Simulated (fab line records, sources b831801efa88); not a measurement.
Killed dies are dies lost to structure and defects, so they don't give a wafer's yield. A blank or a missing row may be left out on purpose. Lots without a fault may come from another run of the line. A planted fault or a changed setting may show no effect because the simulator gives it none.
Chamber matching | flow gf180mcu | GF_POLY_GATE_ETCH_12 on rie_diel-04: 4 sister chambers
The step etches BARC in N2/H2. 4 wafers are shown with their chamber, then 7 later ones without.

WAFERS WITH THEIR CHAMBER
wafer  | chamber | drypump_motor_current_A (A)
L315.6 | 2       | 6.5
L316.2 | 0       | 5.9
L325.3 | 1       | 6.2
L325.4 | 3       | 6.3

WAFERS WITHOUT THEIR CHAMBER
wafer  | drypump_motor_current_A (A)
L325.5 | 6.4
L328.2 | 6.4
L328.3 | 6.3
L328.4 | 5.9
L330.1 | 6.3
L330.2 | 6.5
L330.6 | 6.4

WHICH CHAMBER EACH WENT THROUGH
wafer  | from the rows above          | in truth
L325.5 | can't be placed: 2 or 3 or 1 | 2
L328.2 | can't be placed: 2 or 3 or 1 | 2
L328.3 | can't be placed: 3 or 1      | 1
L328.4 | 0                            | 0
L330.1 | can't be placed: 3 or 1      | 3
L330.2 | 2                            | 2
L330.6 | can't be placed: 2 or 3 or 1 | 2
Placed correctly: 2 of 7. Can't be placed from these rows: 5 (the true chamber is among the candidates in 5). Placed wrongly: 0.
How it was worked out, from the rows above alone: a wafer's distance from a chamber is the root of the sum, over the readings, of the square of ((its reading less the chamber's mean) divided by the reading's scatter). The wafer belongs to the nearest chamber; if the next one is less than 2 further off, it can't be placed. A chamber's mean is the mean of its shown wafers. The scatter: with one shown wafer a chamber, the root of the mean of the squares of how far each hidden wafer lies from its nearest shown one.
